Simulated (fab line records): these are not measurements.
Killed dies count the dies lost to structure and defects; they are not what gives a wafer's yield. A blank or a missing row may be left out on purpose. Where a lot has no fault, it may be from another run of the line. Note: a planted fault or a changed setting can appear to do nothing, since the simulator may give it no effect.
What tool caused it? ; flow sky130 ; 14 lots (42 wafers sampled), 1 step of a 708-step route

## WHAT THE GAUGES READ, wafer by wafer
SKY_METAL3_CD_MEAS_13: the cd target is 300 nm.
lot;measured;on;cdNm (nm)
L555;day 38 13:07;cdSem-02;300.3 301.0 300.0
L556;day 38 17:47;cdSem-02;299.5 298.6 299.4
L557;day 38 20:54;cdSem-01;300.0 298.2 297.9
L558;day 39 06:13;cdSem-01;298.8 297.8 297.9
L559;day 39 19:07;cdSem-01;299.8 300.0 298.9
L560;day 40 01:37;cdSem-02;297.9 298.4 297.9
L563;day 41 00:43;cdSem-01;298.7 298.6 298.4
L564;day 41 05:27;cdSem-02;299.2 300.0 300.9
L565;day 41 11:11;cdSem-01;301.3 300.4 299.8
L567;day 42 04:32;cdSem-01;301.1 300.0 298.5
L568;day 42 08:52;cdSem-01;300.1 300.5 300.1
L569;day 42 17:44;cdSem-01;301.8 302.0 303.0
L570;day 42 20:22;cdSem-02;300.9 299.4 299.3
L575;day 44 09:25;cdSem-01;298.7 299.4 299.2

## WHAT TOOL EACH LOT RAN ON (gives the tool, then ch and the chambers of the sampled wafers, and finally the start)
There is no process step in the record ahead of these readings.

## WHAT THE TOOLS THEMSELVES READ (means of the sampled wafers that have a number; where no wafer has one, the mark that the record gives instead)
The record holds no such reading with a usual standard deviation.

## THE ANSWER, worked out from the rows above alone
Rule: usual is defined by the lots themselves. The widest of any qualifying gaps counts: lots, ordered by their means at a reading, are off when they make up no more than a third of the lots, leave a main group of 4 or more, and stand apart from it by 3 or more times the standard deviation of that group's means. The tables above print the reading to a certain number of digits; a main group whose means all agree to those digits is not used. A lot without any number at a reading at which 4 lots or more have one is off too. The other lots that the step has rows for count as sound. The gauges are gone through in route order, then the tools' own readings, and for those a lot's mean is taken as printed above. The first step at which some lot is off is used, and at that step the reading that is off furthest; a lot without a number counts as furthest.
No lot is off on any of the readings shown, so nothing can be concluded from this.

## WHAT THE SIMULATOR HAD INSERTED
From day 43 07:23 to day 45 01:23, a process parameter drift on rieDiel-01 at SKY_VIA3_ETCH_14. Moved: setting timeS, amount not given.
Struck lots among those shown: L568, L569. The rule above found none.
